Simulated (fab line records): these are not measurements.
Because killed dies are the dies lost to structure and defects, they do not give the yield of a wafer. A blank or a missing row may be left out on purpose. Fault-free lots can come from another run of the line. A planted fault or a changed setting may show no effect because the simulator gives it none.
A struck lot beside a sound one / flow sky130 / 16 out of 708 route steps
Sound: these wafers, L328.3, L328.4, L328.5. Struck: wafer L335.3. The cause is given at the end.
Per side, at each step with rows, come the tool, then ch with its chambers, and then its first start. Under that, the readings that differ: sound wafers / struck wafers / difference of the means / sigmas: that difference in standard deviations of wafers without a fault.
alike: words and numbers the same on both sides, and readings whose means are apart by under 2 such deviations; not compared: readings that were withheld, readings missing a value for some wafer, numbers with overlapping values and no deviation given by the record, and bounds like >300 which may hide the same value.
The two part at a step that has a row with sigmas, a row that says differs or no value, or rows on one side only. When numbers do not overlap yet have no deviation, they are printed without sigmas and do not part them. A reading missing from all wafers of one side parts the sides only when that side holds two or more wafers.

first, 1 step without rows for these wafers: SKY_FIELD_ISO_DEVELOP_12 (develop time 60 s).
SKY_FIELD_ISO_CD_MEAS_13 targets a cd of 150 nm.
  sound on cdSem-02 at day 4 10:02; struck on cdSem-01 at day 5 20:16
reading=cdNm (nm); sound=151.3 151.1 152.2; struck=147.2; difference=-4.3; sigmas=-3
SKY_FIELD_ISO_ETCH_14: etches BARC in N2/H2, stops on SiO2, time 45.9 s, target depth 60 nm.
  sound on rieDiel-03 ch 0,1, day 4 10:07; struck on rieDiel-04 ch 0, day 5 20:20
reading=drypumpMotorCurrentA (A); sound=5.1 4.7 5.1; struck=5.9; difference=+0.9; sigmas=+2
  alike: biasW, h2FlowSccm, oesProductAu, throttleValvePct
  not compared: rfHoursCounterH
SKY_FIELD_ISO_ETCH_15: etches the open film in CHF3/O2, stops on Si, target depth 180 nm, time 72 s.
  sound on rieDiel-03 ch 0,1, day 4 10:10; struck on rieDiel-04 ch 0, day 5 20:23
reading=drypumpMotorCurrentA (A); sound=5.1 4.7 5.1; struck=5.9; difference=+0.9; sigmas=+2
reading=oesProductAu (a.u.); sound=0.953 0.941 0.953; struck=0.932; difference=-0.017; sigmas=-2
  alike: biasW, chf3FlowSccm, throttleValvePct
  not compared: rfHoursCounterH
SKY_FIELD_ISO_STRIP_16: strips in O2/N2.
  sound on plasmaAsher-03 ch 0,1, day 4 10:16; struck on plasmaAsher-04 ch 1, day 5 20:28
  alike: drypumpMotorCurrentA, oesProductAu, stripTimeToEndpointS
  not compared: rfHoursCounterH
SKY_FIELD_ISO_ETCH_17: etches Si in HBr/Cl2/O2, target depth 342 nm, time 97.7 s.
  sound on rieSi-02 ch 1,3, day 4 10:19; struck on rieSi-02 ch 3, day 5 20:32
reading=oesProductAu (a.u.); sound=0.994 1.010 0.995; struck=1.018; difference=+0.018; sigmas=+3
  alike: HBr_flow_sccm, biasW, drypumpMotorCurrentA, throttleValvePct
  not compared: rfHoursCounterH
then, 5 steps without rows for these wafers: SKY_FIELD_ISO_WET_ETCH_18 (etches Si3N4 in H3PO4, target depth 25 nm, time 286 s); SKY_FIELD_ISO_CLEAN_19 (cleans in SC1/SC2, time 150 s); SKY_FIELD_ISO_CLEAN_20 (cleans in dHF, time 20 s); SKY_FIELD_ISO_WET_ETCH_21 (etches SiO2 in dHF, target depth 20 nm, time 400 s); SKY_FIELD_ISO_OXIDATION_22 (stabilise 600 s, purge 300 s, target thk 10 nm).
SKY_FIELD_ISO_THK_MEAS_23:
  sound on filmMetro-01 at day 4 11:52; struck on filmMetro-02 at day 5 22:04
  alike: FIELD_ISO_OXIDATION_01_THK
SKY_FIELD_ISO_CVD_24: deposits SiO2, target thk 595 nm, time 99.2 s.
  sound on hdpcvd-02 ch 0,1, day 4 11:54; struck on hdpcvd-01 ch 1, day 5 22:07
reading=model.SiO2_of_FIELD_ISO_CVD_24.thkNm (nm); sound=597.8 604.1 597.1; struck=779.9; difference=+180.2; sigmas=
  alike: susceptorTempC
SKY_FIELD_ISO_THK_MEAS_25:
  sound on filmMetro-01 at day 4 11:59; struck on filmMetro-01 at day 5 22:26
reading=FIELD_ISO_CVD_24_THK (nm); sound=598 604 597; struck=780; difference=+180; sigmas=+27
  not compared: hold
SKY_FIELD_ISO_CMP_27: polishes, stops on Si3N4, t overpolish 16 s, target thk 457.8 nm.
  sound on cmp-02 ch 0,1, day 4 14:41; struck on cmp-01 ch 2, day 6 03:42
reading=motorCurrentA (A); sound=13.1 9.1 12.7; struck=9.0; difference=-2.6; sigmas=-2
reading=timeToEndpointS (s); sound=113 112 113; struck=144; difference=+31; sigmas=+9
  alike: headPressurePsi, retainingRingPressureFrac
then, 1 step without rows for these wafers: SKY_FIELD_ISO_WET_ETCH_28 (etches SiO2 in dHF, target depth 23.7 nm, time 47 s).

== WHERE THEY PART ==
Earliest at SKY_FIELD_ISO_CD_MEAS_13; latest, in this record, at SKY_FIELD_ISO_CMP_27.

WHY: what the simulator had put in
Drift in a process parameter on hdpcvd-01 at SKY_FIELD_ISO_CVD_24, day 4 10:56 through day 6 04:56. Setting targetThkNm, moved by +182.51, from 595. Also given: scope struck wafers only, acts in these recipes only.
